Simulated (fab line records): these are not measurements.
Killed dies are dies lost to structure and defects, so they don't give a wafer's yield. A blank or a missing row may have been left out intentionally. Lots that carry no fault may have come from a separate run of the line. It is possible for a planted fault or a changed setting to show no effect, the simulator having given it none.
Code-filled problem report in 8D (eight disciplines) form + flow sky130 + the parts of the form that need people (team, actions taken, sign-off) are left out

1. THE PROBLEM
Wafers free of any fault read 68.59 ohm/sq (standard deviation 0.1) for SD_N_RS at SKY_SD_N_RS_MEAS_16, against a mean of 66.44 ohm/sq on 6 wafers of 2 lots. Relative to the usual mean, that is a shift of -22 standard deviations.
The step: measures by four-point-probe.
Earliest sighting: wafer L676.2 on filmMetro-04 at day 30 20:23. At this step, 36 wafers from 12 lots have a number in the record. By rule, "out" or "out of limits" means more than 4 standard deviations away from the usual mean. All remaining wafers that have a number are taken as sound.

2. WHAT IT IS; WHAT IT IS NOT
| question                    | is                         | is not                                                                                                        |
|-----------------------------|----------------------------|---------------------------------------------------------------------------------------------------------------|
| which readings at this step | SD_N_RS                    | -                                                                                                             |
| which lots                  | L676, L677                 | L667, L671, L680, L682, L684, L685, L686, L687, L688, L689                                                    |
| which wafers of those lots  | all that have a number     | -                                                                                                             |
| read on which gauges        | filmMetro-01, filmMetro-04 | filmMetro-02                                                                                                  |
| when                        | from day 30 20:23          | up to then (6 sound wafers); but 24 sound wafers of L680, L682, L684, L685, L686, L687, L688, L689 came after |

3. WHAT RULES OUT EACH SUSPECT
Counting: a tool at a process step up to the reading stays a suspect if it ran every lot that is out and no sound lot after the first of them.
- the gauge at SKY_SD_N_RS_MEAS_16 is ruled out. 2 gauges (filmMetro-01, filmMetro-04) read the wafers that are out.
- rtpAnneal-01 at SKY_SD_N_RTA_14 (time 2 s): ruled out as a lasting fault. Following L676 (day 30 20:13), the first lot on it that is out, the sound lots L685, L687, L689 were run on it.
Left after counting: nothing in the record.

4. THE CAUSE (what the simulator had put in)
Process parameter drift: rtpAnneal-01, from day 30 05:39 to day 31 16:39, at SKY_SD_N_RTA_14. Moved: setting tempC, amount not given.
It was ruled out by counting, in error; the rule expects a fault to strike all lots run on its tool from its start on, and this fault did not.

5. THE CHAIN OF EFFECTS, in route order
Rows list readings where the struck wafers' mean (over those with a number) sits beyond 3 standard deviations from the usual. Scope: only readings with a usual standard deviation given in the record; hours: median across lots of the time from each lot's start at the first step in this table that gives one to its start at this step; sigmas: change in usual standard deviations.
| hours | step                | reading          | usual        | on struck wafers | change | sigmas |
|-------|---------------------|------------------|--------------|------------------|--------|--------|
| 0     | SKY_SD_N_RTA_14     | lampPowerPct     | 15.73 %      | 15.89            | +0.16  | +3.0   |
| 0     | SKY_SD_N_RTA_14     | wafer_temp_C_max | 1078.1       | 1090.6           | +12.5  | +8.3   |
| 0     | SKY_SD_N_RS_MEAS_16 | SD_N_RS          | 68.59 ohm/sq | 66.44            | -2.16  | -22    |
| 0     | SKY_SD_N_RS_MEAS_17 | SD_P_RS          | 147.2 ohm/sq | 136.8            | -10.4  | -34    |
Process steps it contains:
- SKY_SD_N_RTA_14: time 2 s.
At these later measuring or inspecting steps, every struck wafer for which the step has a row has a number for every such reading, and none has moved that far: SKY_LI_CONTACT_OVL_MEAS_13, SKY_LOCAL_INTERCONNECT_RS_MEAS_01.

6. HOW IT WOULD HAVE BEEN CAUGHT EARLIER
15 hours passed between the start of the fault at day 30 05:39 and the first reading out of limits at a measuring or inspecting step in this record, taken at day 30 20:23.
At SKY_SD_N_RTA_14, the tool's own readings (wafer_temp_C_max) were out on each struck wafer the step has a row for, so an alarm limit on them would have fired on the first such wafer.
